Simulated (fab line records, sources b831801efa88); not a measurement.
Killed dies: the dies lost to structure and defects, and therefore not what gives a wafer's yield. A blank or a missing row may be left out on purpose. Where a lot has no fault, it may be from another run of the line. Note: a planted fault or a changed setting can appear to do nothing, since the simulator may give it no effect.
One fault through the eyes of 2 desks    flow gf180mcu    what lay behind the numbers comes last; until then each desk has only its own

THE METROLOGY DESK
Lot by lot, what the gauges showed, no matter which tool ran the lot: averages of those sampled wafers that carry a number. If a lot's mean is further than 4 standard deviations from the usual mean, the lot is out of limits and carries the mark OUT (the distance appears in the brackets).
Columns: A = NSD_TW at GF_NSD_TW_MEAS_12, usual 4257; B = PSD_OVL at GF_PSD_OVL_MEAS_08, usual 0.1 nm; C = NSD_RS at GF_PSD_RS_MEAS_14, usual 46.11 ohm/sq; D = PSD_RS at GF_PSD_RS_MEAS_15, usual 108.50 ohm/sq; E = cd-nm at GF_SAB_CD_MEAS_09, usual 420.0 nm
lot   first seen here  A     B     C                D                 E
L450  day 13 12:25     4317  -1.4  46.12            108.52            420.1
L456  day 15 22:45     4214  -0.9  48.96 (+36) OUT  116.54 (+32) OUT  421.9
L457  day 16 05:10     4213  0.1   49.04 (+37) OUT  116.70 (+33) OUT  416.7
L462  day 17 15:34     4251  -0.7  46.16            108.46            422.5
L463  day 17 19:19     4265  -0.2  46.21            108.45            417.6
L464  day 18 11:07     4219  0.9   46.21            108.59            421.9
L465  day 18 17:21     4302  1.1   46.05            108.41            422.1
L468  day 19 17:56     4228  1.7   46.05            108.17            421.7
L469  day 20 06:49     4293  1.0   46.12            108.35            419.5
L470  day 20 10:53     4305  0.2   46.17            108.76            417.8
L471  day 20 15:50     4234  -1.0  46.21            108.29            420.4
L472  day 21 02:48     4210  -0.2  46.09            108.35            418.4
L473  day 21 10:38     4249  0.7   46.09            108.22            418.9
This desk's finding: out of limits on L456, L457; first on L456, day 16 21:24 (NSD_RS at GF_PSD_RS_MEAS_14). L450, L462, L463, L464, L465, L468, L469, L470, L471, L472, L473 stayed within limits.

THE TOOL OWNER'S DESK: rtp-anneal-01
Per lot that ran on this tool, the mean of the sampled wafers carrying a number, from the tool's own readings at GF_PSD_RTA_13 (time 20 s). If a lot's mean is further than 4 standard deviations from the usual mean, the lot is out of limits and carries the mark OUT (the distance appears in the brackets).
Columns: A = lamp-power-pct at GF_PSD_RTA_13, usual 33.6 %; B = run-length-s at GF_PSD_RTA_13, usual 48.82 s; C = wafer_temp_C_max at GF_PSD_RTA_13, usual 1029.0
lot   first seen here  A     B                C
L450  day 14 09:31     36.1  48.72            1029.0
L456  day 16 21:19     35.9  39.05 (-49) OUT  1028.9
L457  day 17 04:47     35.9  38.93 (-49) OUT  1028.6
L469  day 21 07:31     36.2  48.74            1028.5
L470  day 21 11:16     36.2  48.64            1029.0
L471  day 21 16:28     36.1  48.67            1030.3
L472  day 22 02:34     36.1  48.77            1029.5
L473  day 22 10:35     36.2  48.66            1028.9
This desk's verdict: out of limits on L456, L457, starting with L456 at day 16 21:19 (run-length-s at GF_PSD_RTA_13). L450, L469, L470, L471, L472, L473 stayed within limits.

TAKEN TOGETHER
On L456, L457, at day 16 21:19, an alarm was possible from the tool owner's desk.
Metrology desk: alarm possible at day 16 21:24 on L456, L457.
Every lot named ran GF_PSD_RTA_13 on rtp-anneal-01.

WHAT THE SIMULATOR HAD PUT IN
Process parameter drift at GF_PSD_RTA_13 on rtp-anneal-01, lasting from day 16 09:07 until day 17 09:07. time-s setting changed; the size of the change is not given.
Struck lots among those shown: L456, L457.
Counting hours from when the fault started, the first reading out of limits came at 12 for the tool owner's desk and at 12 for the metrology desk.
